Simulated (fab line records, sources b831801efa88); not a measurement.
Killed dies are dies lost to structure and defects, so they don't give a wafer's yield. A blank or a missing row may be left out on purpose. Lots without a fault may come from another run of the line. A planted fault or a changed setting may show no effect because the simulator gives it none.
Problem report in the 8D (eight disciplines) form, filled by code | flow sky130 | the parts of the form that need people (team, actions taken, sign-off) are left out

1. THE PROBLEM
killed_at_M0_to_M3 at SKY_PAD_OPEN_PROBE_99 reads a mean of 91 on 6 wafers of 2 lots; wafers without a fault read 43 with a standard deviation of 7. That is +6.8 standard deviations from the usual mean.
First seen on wafer L163.2, day 45 21:19, on prober-01. The record holds 12 wafers of 4 lots with a number at this step. Rule for "out", or "out of limits": more than 4 standard deviations from the usual mean. The other wafers with a number count as sound.

2. WHAT IT IS AND WHAT IT IS NOT
question                    | is                                      | is not
which readings at this step | killed_at_M0_to_M3, sort_bin_5_function | killed_at_M4_up, killed_at_contacts, killed_at_other, killed_open, killed_short
which lots                  | L163, L164                              | L155, L158
which wafers of those lots  | all that have a number                  | -
read on which tools         | prober-01                               | prober-02
when                        | from day 45 21:19                       | up to then (6 sound wafers)

3. SUSPECTS, AND WHAT RULES EACH OUT
Counting: a tool at a process step up to the reading stays a suspect if it ran every lot that is out and no sound lot after the first of them.
- wet_bench-04 at SKY_VIA1_CLEAN_18 (cleans in IPA, time 180 s): kept. It ran every lot that is out, first L163 (day 33 22:45), and no sound lot after that; its last sound lot up to then is L155 (day 31 23:19).
- prober-01 at SKY_PAD_OPEN_PROBE_99: kept. It ran every lot that is out, first L163 (day 45 21:19), and no sound lot after that. Its own readings are out on those wafers: killed_at_M0_to_M3, sort_bin_5_function.
Left after counting: wet_bench-04 at SKY_VIA1_CLEAN_18, prober-01 at SKY_PAD_OPEN_PROBE_99.

4. THE CAUSE (what the simulator had put in)
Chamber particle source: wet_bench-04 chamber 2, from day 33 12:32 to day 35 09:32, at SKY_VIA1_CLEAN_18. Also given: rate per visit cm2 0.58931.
Counting left 2 suspects, and this tool is among them.

5. THE CHAIN OF EFFECTS, in route order
Each row: a reading whose mean over the struck wafers that have a number lies more than 3 standard deviations from the usual. Only readings for which the record gives a usual standard deviation are gone through. hours: the time from each lot's start at the first step in this table that gives one to its start at this step, as a median over the lots. sigmas: the change in usual standard deviations.
hours | step                  | reading              | usual  | on struck wafers | change | sigmas
0     | SKY_PAD_OPEN_PROBE_99 | defect_limited_yield | 82.5 % | 73.0             | -9.5   | -5.0
0     | SKY_PAD_OPEN_PROBE_99 | killed_at_M0_to_M3   | 43     | 91               | +48    | +6.8
0     | SKY_PAD_OPEN_PROBE_99 | killed_dies          | 86     | 133              | +47    | +5.1
0     | SKY_PAD_OPEN_PROBE_99 | sort_bin_3_pad_short | 0.9 %  | 2.2              | +1.3   | +3.2
0     | SKY_PAD_OPEN_PROBE_99 | sort_bin_5_function  | 10.3 % | 17.3             | +7.0   | +5.0
0     | SKY_PAD_OPEN_PROBE_99 | sort_n_pass          | 406    | 359              | -47    | -5.1
0     | SKY_PAD_OPEN_PROBE_99 | sort_yield_pct       | 82.5 % | 73.0             | -9.5   | -5.0
The process steps in it:
- SKY_PAD_OPEN_PROBE_99

6. WHAT WOULD HAVE CAUGHT IT SOONER
In this record the first reading out of limits was taken at day 45 21:19, 297 hours after the fault began at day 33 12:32.
All the lots that are out (2) had begun SKY_VIA1_CLEAN_18 on wet_bench-04 by day 45 21:19. A hold on the tool at that time would have spared none of them.
